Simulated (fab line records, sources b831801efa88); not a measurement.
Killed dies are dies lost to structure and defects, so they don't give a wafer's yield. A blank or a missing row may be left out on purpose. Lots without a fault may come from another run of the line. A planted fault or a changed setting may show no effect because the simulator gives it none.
fab line records | flow sky130
record lots=5 wafers=15 last_day=50
route steps=708 shown METAL5@669 PASSIVATION@681 PAD_OPEN@708
lots that met no fault: from a run of the same line without faults
start_h: hours from the record's first day to the start of the lot's first wafer shown | wait_h: hours since the lot's step before | " the same as in the row above | L1.1+2: a row that stands for several wafers | - no value, or no start given | * or withheld: withheld | < > ~ a bound
route shown NAME@n: a module of which the file shows steps, and the number in the route of the first | usual: mean/standard deviation of fault-free wafers | same: alike in all rows | chamber/n: place in a boat | sites: the reading at each site | _std_site: their standard deviation | _edge_site: outer sites' mean less inner sites' | radius_mm: how far each site lies from the wafer's centre | mask NAME#n: copy n | behind: the tool/chamber that last shaped the wafer | hold: why the lot was held/for how many hours/how that ended | device: the transistor (n, p or np) that didn't switch | end of line: the same wafers' tests at the end of the route | a step without rows: its recipe alone | killed: dies lost to structure and defects at the first sort, not the wafer's yield | map: a wafer's dies, x killed, . not, _ none there
set.NAME: the setting as run; set.NAME@STEP: as run at that earlier step | model.NAME: the simulator's own value behind a step, which no gauge read
lots at some steps of the route; a table a step, a row a wafer
services: from which hour (start_h, from the record's first day; less than 0 if before it) a tool's chamber was out of use, for how many hours, and why
## steps
# step SKY_METAL5_HMDS_08
# recipe prime_time_s=60 prime_temp_c=120
# step SKY_METAL5_COAT_09
# recipe resist=NOVOLAK spin_rpm=3000 resist_thk_nm=1800
# step SKY_METAL5_SOFTBAKE_10
# recipe temp_c=90 time_s=60 resist=NOVOLAK
# step SKY_METAL5_EXPOSE_11
# recipe mask_id=MM5 na=0.6 source_shape=conventional sigma_outer=0.6 polarization=unpolarized target_cd_nm=1600 dose_mj=190
# step SKY_METAL5_PEB_12
# recipe temp_c=withheld time_s=* resist=NOVOLAK
# step SKY_METAL5_DEVELOP_13
# recipe resist=NOVOLAK developer=TMAH develop_time_s=60 dev_temp_c=23
# step SKY_METAL5_DESCUM_14
# recipe chemistry=O2 source_power_w=150 bias_power_w=0 pressure_mtorr=10 temp_c=40 time_s=11
# usual chamber_pressure_mTorr=10.001/0.0093 drypump_motor_current_A=5.8/0.46 he_backside_leak_sccm=3.37/0.2 oes_product_au=0.998/0.013
# columns lot.wafer tool chamber start_h wait_h chamber_pressure_mTorr drypump_motor_current_A he_backside_leak_sccm oes_product_au rf_hours_counter_h
L132.1 rie_metal-04 1 1084.01 0.1 10.012 6.3 3.54 1.021 11
L132.4 " 1 " " 9.996 6.3 3.55 1.015 -
L132.5 " 1 " " 10.004 6.3 3.57 1.022 -
L134.1 rie_metal-03 0 1089.21 0.1 10.011 5.0 3.42 0.992 18
L134.5 " 1 " " 9.994 5.5 3.16 0.986 -
L134.6 " 0 " " 9.996 5.1 3.42 0.993 -
L140.1 rie_metal-03 0 1114.88 0.1 10.002 5.1 3.55 0.989 20
L140.2 " 1 " " 9.999 5.5 3.22 0.985 16
L140.6 " 0 " " 9.997 5.1 3.40 0.985 -
L144.3 rie_metal-04 0 1143.82 0.1 10.006 6.1 3.44 1.004 -
L144.5 " 1 " " 9.995 6.3 3.53 1.015 -
L144.6 " 0 " " 9.999 6.1 3.41 1.014 -
L146.3 rie_metal-01 1 1150.38 0.1 10.014 6.1 3.23 0.987 -
L146.4 " 1 " " 10.018 6.1 3.21 0.987 -
L146.5 " 1 " " 9.987 6.1 3.12 0.996 -
# step SKY_METAL5_METAL_ETCH_15
# recipe target_depth_a=12600 stop_on=SiO2 over_etch_frac=0.2 time_s=252 chemistry=Cl2/BCl3 resist_sidewall_deg=86 pressure_mtorr=10 icp_w=900 bias_w=48.5 Cl2_flow_sccm=60 bcl3_flow_sccm=30
# usual bcl3_flow_sccm=30.01/0.089 chamber_pressure_mTorr=10.000/0.0085 drypump_motor_current_A=5.8/0.46 he_backside_leak_sccm=3.37/0.27 oes_product_au=0.893/0.0049 throttle_valve_pct=22.264/0.009
# columns lot.wafer tool chamber start_h wait_h bcl3_flow_sccm chamber_pressure_mTorr drypump_motor_current_A he_backside_leak_sccm oes_product_au rf_hours_counter_h throttle_valve_pct
L132.1 rie_metal-04 1 1084.04 0.0 29.96 9.999 6.3 3.48 0.891 11 22.276
L132.4 " 1 " " 30.06 10.013 6.3 3.41 0.896 - 22.280
L132.5 " 1 " " 30.05 9.996 6.3 3.46 0.887 - 22.257
L134.1 rie_metal-03 0 1089.24 0.0 30.09 10.006 5.0 3.44 0.891 18 22.262
L134.5 " 1 " " 30.05 9.991 5.5 3.28 0.899 - 22.258
L134.6 " 0 " " 30.01 10.010 5.1 3.38 0.901 - 22.271
L140.1 rie_metal-03 0 1114.91 0.0 30.00 9.993 5.1 3.50 0.895 20 22.264
L140.2 " 1 " " 29.94 9.988 5.5 3.24 0.890 16 22.256
L140.6 " 0 " " 30.07 9.998 5.1 3.54 0.892 - 22.249
L144.3 rie_metal-04 0 1143.92 0.1 30.01 9.998 6.1 3.43 0.895 - 22.266
L144.5 " 1 " " 29.95 10.009 6.3 3.39 0.896 - 22.274
L144.6 " 0 " " 30.12 9.990 6.1 3.45 0.893 - 22.271
L146.3 rie_metal-01 1 1150.58 0.2 30.10 10.002 6.1 3.13 0.896 - 22.260
L146.4 " 1 " " 30.06 10.003 6.1 3.20 0.897 - 22.266
L146.5 " 1 " " 30.13 10.008 6.1 3.17 0.890 - 22.265
# step SKY_METAL5_STRIP_16
# recipe chemistry=O2/N2 power_w=1400 pressure_mtorr=1500 platen_temp_c=withheld o2_flow_sccm=3000 n2_flow_sccm=300 overash_fraction=0.5
# usual chamber_pressure_mTorr=1500.1/1.4 drypump_motor_current_A=5.8/0.38 oes_product_au=0.710/0.0045 strip_time_to_endpoint_s=13.07/0.16
# same overash_fraction=0.5
# columns lot.wafer tool chamber start_h wait_h chamber_pressure_mTorr drypump_motor_current_A oes_product_au rf_hours_counter_h strip_time_to_endpoint_s
L132.1 plasma_asher-04 1 1084.28 0.2 1499.3 5.3 0.715 31 12.79
L132.4 " 0 " " 1498.7 5.9 0.709 - 12.84
L132.5 " 0 " " 1501.2 5.9 0.714 - 12.80
L134.1 plasma_asher-04 1 1089.48 0.2 1500.9 5.3 0.721 32 13.30
L134.5 " 1 " " 1499.7 5.3 0.710 - 13.31
L134.6 " 0 " " 1502.1 5.9 0.711 - 13.22
L140.1 plasma_asher-04 1 1115.15 0.2 1499.2 5.3 0.710 34 13.24
L140.2 " 0 " " 1499.9 5.9 0.713 34 13.21
L140.6 " 0 " " 1500.6 5.9 0.705 - 13.16
L144.3 plasma_asher-04 1 1144.11 0.1 1500.6 5.3 0.710 - 12.84
L144.5 " 1 " " 1499.3 5.3 0.710 - 12.80
L144.6 " 0 " " 1500.9 5.9 0.715 - 12.81
L146.3 plasma_asher-03 0 1150.93 0.3 1500.4 6.3 0.710 - 13.24
L146.4 " 1 " " 1499.8 5.6 0.706 - 13.20
L146.5 " 0 " " 1499.6 6.3 0.707 - 13.25
# step SKY_METAL5_STRIP_17
# recipe chemistry=post_etch_residue_remover time_s=1200 temp_c=72.5
# step SKY_METAL5_CLEAN_18
# recipe chemistry=IPA time_s=180 temp_c=25
# step SKY_METAL5_CLEAN_19
# recipe chemistry=O3/DIW dry=n2_spin
# step SKY_PASSIVATION_CVD_00
# recipe material=SiO2 target_thk_nm=90 temp_c=400 time_s=withheld rf_w=600
# usual heater_power_w=620/75
# columns lot.wafer tool chamber start_h wait_h heater_power_w
L132.1 pecvd-03 1 1084.88 0.0 698
L132.4 " 0 " " 637
L132.5 " 1 " " 689
L134.1 pecvd-04 0 1090.07 0.0 680
L134.5 " 1 " " 644
L134.6 " 0 " " 541
L140.1 pecvd-04 0 1115.74 0.0 641
L140.2 " 2 " " 514
L140.6 " 1 " " 672
L144.3 pecvd-03 2 1144.67 0.0 638
L144.5 " 2 " " 652
L144.6 " 0 " " 615
L146.3 pecvd-03 1 1151.51 0.0 762
L146.4 " 2 " " 524
L146.5 " 0 " " 552
# step SKY_PASSIVATION_THK_MEAS_01
# recipe reads=SiO2_of_PASSIVATION_CVD_00
# usual PASSIVATION_CVD_00_THK=89.7/1.1
# columns lot.wafer tool chamber start_h wait_h PASSIVATION_CVD_00_THK[nm]
L132.1 film_metro-04 - 1084.90 - 89.2
L132.4 " - " " 90.5
L132.5 " - " " 90.7
L134.1 film_metro-03 - 1090.11 - 89.2
L134.5 " - " " 89.6
L134.6 " - " " 90.8
L140.1 film_metro-04 - 1115.76 - 85.4
L140.2 " - " " 84.9
L140.6 " - " " 87.9
L144.3 film_metro-04 - 1144.71 - 89.9
L144.5 " - " " 92.6
L144.6 " - " " 90.8
L146.3 film_metro-03 - 1151.55 - 89.2
L146.4 " - " " 91.9
L146.5 " - " " 89.7
# step SKY_PASSIVATION_CVD_02
# recipe material=Si3N4 target_thk_nm=540 temp_c=400 time_s=withheld rf_w=450
# usual heater_power_w=683/78
# columns lot.wafer tool chamber start_h wait_h heater_power_w
L132.1 pecvd-04 2 1084.96 0.1 591
L132.4 " 0 " " 602
L132.5 " 2 " " 483
L134.1 pecvd-03 0 1090.17 0.1 677
L134.5 " 0 " " 689
L134.6 " 1 " " 771
L140.1 pecvd-03 2 1115.82 0.1 649
L140.2 " 1 " " 766
L140.6 " 0 " " 622
L144.3 pecvd-02 2 1144.75 0.0 785
L144.5 " 1 " " 658
L144.6 " 0 " " 682
L146.3 pecvd-04 2 1151.59 0.0 544
L146.4 " 2 " " 572
L146.5 " 1 " " 698
# step SKY_PAD_OPEN_PROBE_99
# usual defect_limited_yield=82.2/2 killed_at_M0_to_M3=43/6.4 killed_at_M4_up=3.2/1.8 killed_at_contacts=25/5.8 killed_at_front_end=16/4.1 killed_at_other=0.2/0.47 killed_dies=88/9.9 killed_open=47/7.3 killed_short=40/7.1 sort_bin_3_pad_short=0.9/0.41 sort_bin_5_function=10.6/1.6 sort_bin_6_memory=6.3/1.2 sort_n_pass=404/9.9 sort_yield_pct=82.2/2
# same gross_dies=492 killed_at_back_side=0 sort_bin_4_leakage[%]=0 sort_bin_8_speed[%]=0
# columns lot.wafer tool chamber start_h wait_h defect_limited_yield[%] killed_at_M0_to_M3 killed_at_M4_up killed_at_contacts killed_at_front_end killed_at_other killed_dies killed_open killed_short sort_bin_3_pad_short[%] sort_bin_5_function[%] sort_bin_6_memory[%] sort_n_pass sort_yield_pct[%]
L132.1 prober-02 - 1126.96 0.1 81.7 36 3 24 27 0 90 50 40 1.4 11.2 5.7 402 81.7
L132.4 prober-02 - 1127.11 0.2 82.1 40 2 30 16 0 88 43 45 0.4 12.0 5.5 404 82.1
L132.5 prober-02 - 1127.16 0.2 85.8 40 1 15 14 0 70 42 28 1.0 8.1 5.1 422 85.8
L134.1 prober-02 - 1132.82 0.1 83.5 39 2 26 13 1 81 48 33 0.6 11.2 4.7 411 83.5
L134.5 prober-02 - 1133.02 0.2 82.5 43 3 28 12 0 86 49 37 0.8 10.8 5.9 406 82.5
L134.6 prober-02 - 1133.07 0.2 82.7 43 5 29 8 0 85 45 40 1.4 10.6 5.3 407 82.7
L144.3 prober-02 - 1181.70 0.2 84.3 33 5 20 19 0 77 39 38 0.6 10.4 4.7 415 84.3
L144.5 prober-02 - 1181.80 0.2 82.3 45 9 19 14 0 87 36 51 1.2 10.2 6.3 405 82.3
L144.6 prober-02 - 1181.85 0.2 82.3 53 0 18 15 1 87 58 29 0.2 11.2 6.3 405 82.3
L146.3 prober-02 - 1188.16 0.2 80.3 44 4 33 16 0 97 61 36 1.4 11.8 6.5 395 80.3
L146.4 prober-02 - 1188.21 0.2 84.3 44 1 18 14 0 77 49 28 0.8 10.2 4.7 415 84.3
L146.5 prober-02 - 1188.26 0.2 82.7 45 2 22 14 2 85 54 31 0.8 11.6 4.9 407 82.7
# killed by level:class
L132.1 FIELD_ISO:geometric_particle:open=10 CONTACT:geometric_particle:open=10 CONTACT:geometric_particle:short=7 VIA1:geometric_particle:open=7 POLY_GATE:geometric_particle:open=6 METAL1:geometric_particle:short=6 VIA2:geometric_particle:open=6 FIELD_ISO:geometric_particle:short=4
L132.4 LI_CONTACT:geometric_particle:open=11 CONTACT:geometric_particle:open=9 METAL1:geometric_particle:short=8 VIA1:geometric_particle:open=6 VIA1:geometric_particle:short=6 FIELD_ISO:geometric_particle:open=5 METAL2:geometric_particle:short=5 LOCAL_INTERCONNECT:geometric_particle:short=4
L132.5 VIA1:geometric_particle:open=13 CONTACT:geometric_particle:open=6 LI_CONTACT:geometric_particle:open=5 METAL2:geometric_particle:open=5 FIELD_ISO:geometric_particle:short=4 POLY_GATE:geometric_particle:open=4 METAL1:geometric_particle:short=4 VIA1:geometric_particle:short=3
L134.1 CONTACT:geometric_particle:open=11 LI_CONTACT:geometric_particle:open=7 VIA1:geometric_particle:open=7 POLY_GATE:geometric_particle:open=6 METAL1:geometric_particle:short=6 VIA1:geometric_particle:short=4 VIA2:geometric_particle:open=4 FIELD_ISO:geometric_particle:short=3
L134.5 VIA1:geometric_particle:open=12 CONTACT:geometric_particle:open=11 LI_CONTACT:geometric_particle:open=9 METAL1:geometric_particle:short=8 VIA2:geometric_particle:open=8 FIELD_ISO:geometric_particle:short=6 VIA1:geometric_particle:short=6 VIA3:geometric_particle:open=5
L134.6 CONTACT:geometric_particle:open=10 VIA1:geometric_particle:open=10 METAL1:geometric_particle:short=9 CONTACT:geometric_particle:short=7 VIA3:geometric_particle:open=7 METAL2:geometric_particle:short=6 LI_CONTACT:geometric_particle:open=5 VIA2:geometric_particle:open=5
L144.3 VIA1:geometric_particle:open=11 FIELD_ISO:geometric_particle:short=7 METAL4:geometric_particle:short=5 LOCAL_INTERCONNECT:geometric_particle:short=5 CONTACT:geometric_particle:open=5 CONTACT:geometric_particle:short=5 VIA3:geometric_particle:open=5 POLY_GATE:geometric_particle:short=4
L144.5 CONTACT:geometric_particle:open=11 METAL1:geometric_particle:short=8 METAL2:geometric_particle:short=8 METAL3:geometric_particle:short=7 FIELD_ISO:geometric_particle:short=6 VIA1:geometric_particle:open=6 VIA2:geometric_particle:short=6 METAL4:geometric_particle:short=5
L144.6 VIA1:geometric_particle:open=16 CONTACT:geometric_particle:open=10 VIA3:geometric_particle:open=9 FIELD_ISO:geometric_particle:open=7 VIA2:geometric_particle:open=7 METAL1:geometric_particle:short=5 VIA1:geometric_particle:short=4 METAL2:geometric_particle:short=4
L146.3 CONTACT:geometric_particle:open=17 VIA1:geometric_particle:open=16 VIA3:geometric_particle:open=7 METAL1:geometric_particle:short=6 FIELD_ISO:geometric_particle:short=4 CONTACT:geometric_particle:short=4 LOCAL_INTERCONNECT:geometric_particle:open=4 VIA2:geometric_particle:short=4
L146.4 VIA1:geometric_particle:open=13 CONTACT:geometric_particle:open=12 VIA3:geometric_particle:open=8 METAL2:geometric_particle:short=6 METAL1:geometric_particle:short=5 POLY_GATE:geometric_particle:open=4 VIA2:geometric_particle:open=4 VIA1:geometric_particle:short=4
L146.5 VIA1:geometric_particle:open=12 LI_CONTACT:geometric_particle:open=8 VIA2:geometric_particle:open=8 CONTACT:geometric_particle:open=7 VIA3:geometric_particle:open=5 FIELD_ISO:geometric_particle:open=4 FIELD_ISO:geometric_particle:short=4 VIA1:geometric_particle:short=4
## services
# columns tool chamber start_h hours kind
pecvd-02 - 1063.79 1.2 repair
plasma_asher-03 0 1064.25 - clean
plasma_asher-03 1 1064.25 - clean
pecvd-03 - 1077.40 0.6 repair
plasma_asher-03 - 1080.42 5.5 repair
plasma_asher-04 - 1094.25 0.9 repair
plasma_asher-03 - 1107.66 14.6 pm
rie_metal-01 0 1115.28 44.0 repair
pecvd-02 0 1116.88 19.7 repair
plasma_asher-03 - 1129.42 2.8 pm
pecvd-02 1 1133.50 5.0 repair
pecvd-03 - 1145.06 0.7 repair
## key
first_sign step=SKY_PASSIVATION_THK_MEAS_01 reading=PASSIVATION_CVD_00_THK direction=down sigmas=3.3 usual=89.7 struck=86.1
effect none on later readings
met_at SKY_PASSIVATION_CVD_00
struck_wafers L140.1,L140.2,L140.6
onset_between 1090.07 1115.74
also_fits SKY_METAL5_DESCUM_14:rie_metal-03,SKY_METAL5_METAL_ETCH_15:rie_metal-03
fault kind=site_profile_drift tool=pecvd-04 chamber=- onset_h=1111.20 steps=SKY_PASSIVATION_CVD_00 basis=fraction max_abs_drift=0.078901 slope_share_per_hr=39.45 site_pattern=0,0,0,0,0,-1,-1,-1,-1
